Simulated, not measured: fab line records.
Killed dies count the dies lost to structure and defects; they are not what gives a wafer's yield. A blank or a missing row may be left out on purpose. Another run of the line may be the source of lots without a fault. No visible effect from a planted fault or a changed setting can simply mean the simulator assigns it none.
2 desks looking at one fault | flow gf180mcu | only its own numbers are on each desk; what lay behind them is given at the end

FROM THE METROLOGY DESK
Lot by lot, what the gauges showed, no matter which tool ran the lot: averages of those sampled wafers that carry a number. The brackets show how far a lot's mean lies from the usual mean; more than 4 standard deviations puts the lot out of limits, marked OUT.
Columns: A = cd-nm at GF_HV_LDD_CD_MEAS_19, usual 399.4 nm; B = HV_LDD_01_OVL at GF_HV_LDD_OVL_MEAS_20, usual 0.5 nm; C = HV_LDD_2_TW at GF_HV_LDD_TW_MEAS_23, usual 1062; D = cd-nm at GF_HV_LDD_CD_MEAS_31, usual 400.1 nm
lot  | first seen here | A     | B    | C    | D
L613 | day 11 05:11    | 398.0 | 2.9  | 1054 | 398.8
L615 | day 11 14:23    | 400.4 | 3.0  | 1056 | 396.6
L619 | day 12 22:56    | 403.1 | 0.3  | 1051 | 398.6
L620 | day 13 09:14    | 399.7 | 0.2  | 1068 | 397.4
L622 | day 14 01:12    | 397.9 | -0.7 | 1078 | 396.8
L627 | day 15 15:01    | 399.9 | 0.1  | 1058 | 398.5
L635 | day 17 23:26    | 401.9 | 0.9  | 1051 | 399.7
This desk's finding: nothing out of limits on any of the 7 lots.

AT THE TOOL OWNER'S DESK: litho-track-02
The tool's own readings at GF_HV_LDD_DEVELOP_30 (develop time 60 s): means of the sampled wafers that have a number, for each lot that ran on this tool. The brackets show how far a lot's mean lies from the usual mean; more than 4 standard deviations puts the lot out of limits, marked OUT.
Columns: A = developer-temp-C at GF_HV_LDD_DEVELOP_30, usual 23.03 C
lot  | first seen here | A
L615 | day 12 09:34    | 23.11
L619 | day 13 20:05    | 23.94 (+9.3) OUT
L620 | day 14 05:55    | 23.86 (+8.5) OUT
L622 | day 14 21:22    | 23.94 (+9.3) OUT
This desk's finding: out of limits on L619, L620, L622; first on L619, day 13 20:05 (developer-temp-C at GF_HV_LDD_DEVELOP_30). In limits: L615.

BROUGHT TOGETHER
At day 13 20:05, on L619, L620, L622, the tool owner's desk was in a position to raise an alarm.
At the metrology desk, nothing out of limits was observed.
The metrology desk has L619, L620, L622 on record, within its limits.
GF_HV_LDD_DEVELOP_30 was run on litho-track-02 by each of the lots named.

WHAT THE SIMULATOR HAD INSERTED
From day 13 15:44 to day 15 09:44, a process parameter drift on litho-track-02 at GF_HV_LDD_DEVELOP_30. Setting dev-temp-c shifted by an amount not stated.
Shown lots that were struck: L619, L620, L622.
Delay in hours, fault start to first out-of-limits reading, by desk: the tool owner's desk at 4.
